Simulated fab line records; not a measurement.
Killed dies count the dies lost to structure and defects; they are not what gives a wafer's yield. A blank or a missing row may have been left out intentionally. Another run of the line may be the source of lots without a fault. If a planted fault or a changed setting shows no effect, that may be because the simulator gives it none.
A struck lot beside a sound one -- flow sky130 -- 15 out of 708 route steps
Sound: the wafers L141.1, L141.4, L141.6. Wafers L153.1, L153.2, L153.3 were the ones struck. The cause is given at the end.
Each step with rows lists, per side, the tool, then ch with its chambers, then its first start. Under that, the readings that differ: sound wafers -- struck wafers -- difference of the means -- sigmas: that difference in standard deviations of wafers without a fault.
alike: words and numbers the same on both sides, and readings whose means are apart by under 2 such deviations; not compared: readings that were withheld, readings missing a value for some wafer, numbers with overlapping values and no deviation given by the record, and bounds like >300 which may hide the same value.
The two part at a step that has a row with sigmas, a row that says differs or no value, or rows on one side only. Non-overlapping numbers with no deviation appear without sigmas and do not part them. A reading that every wafer of one side lacks parts them only if that side has two wafers or more.

first, 1 step without rows for these wafers: SKY_SONOS_ONO_WET_ETCH_16 (etches SiO2 in dHF, target depth 14 nm, time 280 s).
SKY_SONOS_ONO_STRIP_17: strips in O2/N2.
  sound on plasmaAsher-04 ch 0,1, day 14 17:26; struck on plasmaAsher-04 ch 0,1, day 18 06:08
  alike: drypumpMotorCurrentA, oesProductAu, stripTimeToEndpointS
  not compared: rfHoursCounterH
then, 3 steps without rows for these wafers: SKY_SONOS_ONO_WET_ETCH_18 (etches Si3N4 in H3PO4, target depth 15 nm, time 172 s); SKY_GATE_OXIDE_CLEAN_00 (cleans in SC1/SC2, time 150 s); SKY_GATE_OXIDE_OXIDATION_01 (stabilise 600 s, purge 300 s, target thk 10.268 nm).
SKY_GATE_OXIDE_THK_MEAS_02:
  struck on filmMetro-02, day 18 08:18; sound on filmMetro-01, day 14 23:19
  alike: GATE_OXIDE_OXIDATION_00_THK
then, 6 steps without rows for these wafers: SKY_GATE_OXIDE_DEHYDRATE_03 (time 60 s); SKY_GATE_OXIDE_HMDS_04 (prime time 60 s); SKY_GATE_OXIDE_COAT_05 (resist thk 1140 nm); SKY_GATE_OXIDE_SOFTBAKE_06 (time 60 s); SKY_GATE_OXIDE_EXPOSE_07 (exposes mask LVOM, target cd 600 nm); SKY_GATE_OXIDE_PEB_08.
SKY_GATE_OXIDE_DEVELOP_09: develop time 60 s.
  sound on lithoTrack-03 ch 0, day 16 02:07; struck on lithoTrack-03 ch 0, day 19 14:58
reading,sound,struck,difference,sigmas
developerTempC (C),23.14 23.08 23.19,22.21 22.19 22.11,-0.97,-10
SKY_GATE_OXIDE_OVL_MEAS_10:
  struck on overlay-01, day 19 15:07; sound on overlay-02, day 16 02:16
  alike: GATE_OXIDE_OVL
-- the record jumps here: 30 days lie between the struck wafers' starts before and after (it left off in module GATE_OXIDE and takes up again in module PAD_OPEN, whose first step shown is number 708 of the route) --
SKY_PAD_OPEN_PROBE_99:
  struck on prober-02, day 49 22:11; sound on prober-02, day 47 12:13
  alike: killed_at_M0_to_M3, killed_at_M4_up, killedAtContacts, killedAtFrontEnd, killedAtOther, killedDies, killedOpen, killedShort

== WHERE THEY PART ==
At SKY_GATE_OXIDE_DEVELOP_09 and nowhere else, as far as this record goes. Later steps at which nothing parts them and some readings are alike: SKY_GATE_OXIDE_OVL_MEAS_10, SKY_PAD_OPEN_PROBE_99.

WHY: whatever the simulator had introduced
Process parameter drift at SKY_GATE_OXIDE_DEVELOP_09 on lithoTrack-03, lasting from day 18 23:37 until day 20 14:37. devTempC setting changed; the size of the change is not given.
